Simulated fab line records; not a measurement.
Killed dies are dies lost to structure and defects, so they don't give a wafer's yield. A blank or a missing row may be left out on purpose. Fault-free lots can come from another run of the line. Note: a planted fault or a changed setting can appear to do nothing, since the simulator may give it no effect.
A struck lot beside a sound one | flow sky130 | 16 steps out of a route of 708
Sound: wafers L440.1, L440.2, L440.4. Struck: wafers L450.2, L450.3, L450.6. The cause is named last.
For every step that has rows: the tool of each side, followed by ch and its chambers, followed by its first start. Under that, the readings that differ: sound wafers | struck wafers | difference of the means | sigmas: that difference in standard deviations of wafers without a fault.
alike: same words and numbers on both sides, and readings whose means sit less than 2 such deviations apart. not compared: any withheld reading, any reading some wafer has no value for, any bound like >300 that may hide the same value, and any number with overlapping values for which the record gives no deviation.
The two part at a step that has a row with sigmas, a row that says differs or no value, or rows on one side only. When numbers do not overlap yet have no deviation, they are printed without sigmas and do not part them. Lack of a reading on every wafer of one side parts them only where that side has two or more wafers.

first, 3 steps without rows for these wafers: SKY_METAL2_EXPOSE_12 (exposes mask MM2, target cd 140 nm); SKY_METAL2_PEB_13; SKY_METAL2_DEVELOP_14 (develop time 60 s).
SKY_METAL2_CD_MEAS_15: the cd target is 140 nm.
  sound on cd sem-01 at day 35 18:02; struck on cd sem-02 at day 39 00:31
  alike: cd nm
SKY_METAL2_OVL_MEAS_16:
  sound on overlay-02 at day 35 18:10; struck on overlay-01 at day 39 00:38
  reading         | sound  | struck   | difference | sigmas
  METAL2_OVL (nm) | 14 8 9 | 1 -4 -11 | -15        | -3
SKY_METAL2_DESCUM_17: chemistry O2, time 8 s.
  sound on rie metal-02 ch 0,1, day 35 18:12; struck on rie metal-02 ch 0,1, day 39 00:40
  alike: drypump motor current A, oes product au
  not compared: rf hours counter h
SKY_METAL2_ETCH_18: etches BARC in N2/H2, stops on SiO2, time 45.9 s, target depth 60 nm.
  sound on rie metal-02 ch 0,1, day 35 18:14; struck on rie metal-02 ch 0,1, day 39 00:41
  alike: drypump motor current A, oes product au, throttle valve pct
  not compared: rf hours counter h
SKY_METAL2_METAL_ETCH_19: etches the open film in Cl2/BCl3, stops on SiO2, target depth 360 nm, time 78 s.
  sound on rie metal-02 ch 0,1, day 35 18:17; struck on rie metal-02 ch 0,1, day 39 00:45
  alike: drypump motor current A, oes product au, throttle valve pct
  not compared: rf hours counter h
SKY_METAL2_STRIP_20: strips in O2/N2.
  sound on plasma asher-03 ch 0,1, day 35 18:23; struck on plasma asher-02 ch 0,1, day 39 00:50
  alike: drypump motor current A, oes product au, strip time to endpoint s
  not compared: rf hours counter h
then, 3 steps without rows for these wafers: SKY_METAL2_STRIP_21 (strips in post etch residue remover, time 1200 s); SKY_METAL2_CLEAN_22 (cleans in IPA, time 180 s); SKY_METAL2_CLEAN_23 (cleans in O3/DIW).
SKY_VIA2_HDPCVD_00: deposits SiO2, target thk 1180 nm, time 196.7 s.
  sound on hdpcvd-01 ch 0,1,2, day 35 18:58; struck on hdpcvd-01 ch 1,2, day 39 01:48
SKY_VIA2_THK_MEAS_01:
  sound on film metro-01 at day 35 19:06; struck on film metro-02 at day 39 01:56
  reading              | sound          | struck         | difference | sigmas
  VIA2_HDPCVD_THK (nm) | 1211 1198 1194 | 2342 2375 2359 | +1158      | +99 or more
SKY_VIA2_CMP_02: polishes SiO2.
  sound on cmp-01 ch 0,1,2, day 35 19:10; struck on cmp-02 ch 0,1,2, day 39 01:59
  alike: motor current A, slurry filter dp kPa
-- the record jumps here: 10 days lie between the struck wafers' starts before and after (it left off in module VIA2 and takes up again in module PAD_OPEN, whose first step shown is number 708 of the route) --
SKY_PAD_OPEN_PROBE_99:
  the record has rows for the struck wafers here (prober-02, day 48 20:55) and none for the sound ones

== WHERE THEY PART ==
Last at SKY_PAD_OPEN_PROBE_99 as far as this record goes, first at SKY_METAL2_OVL_MEAS_16.

WHY: what the simulator had put in
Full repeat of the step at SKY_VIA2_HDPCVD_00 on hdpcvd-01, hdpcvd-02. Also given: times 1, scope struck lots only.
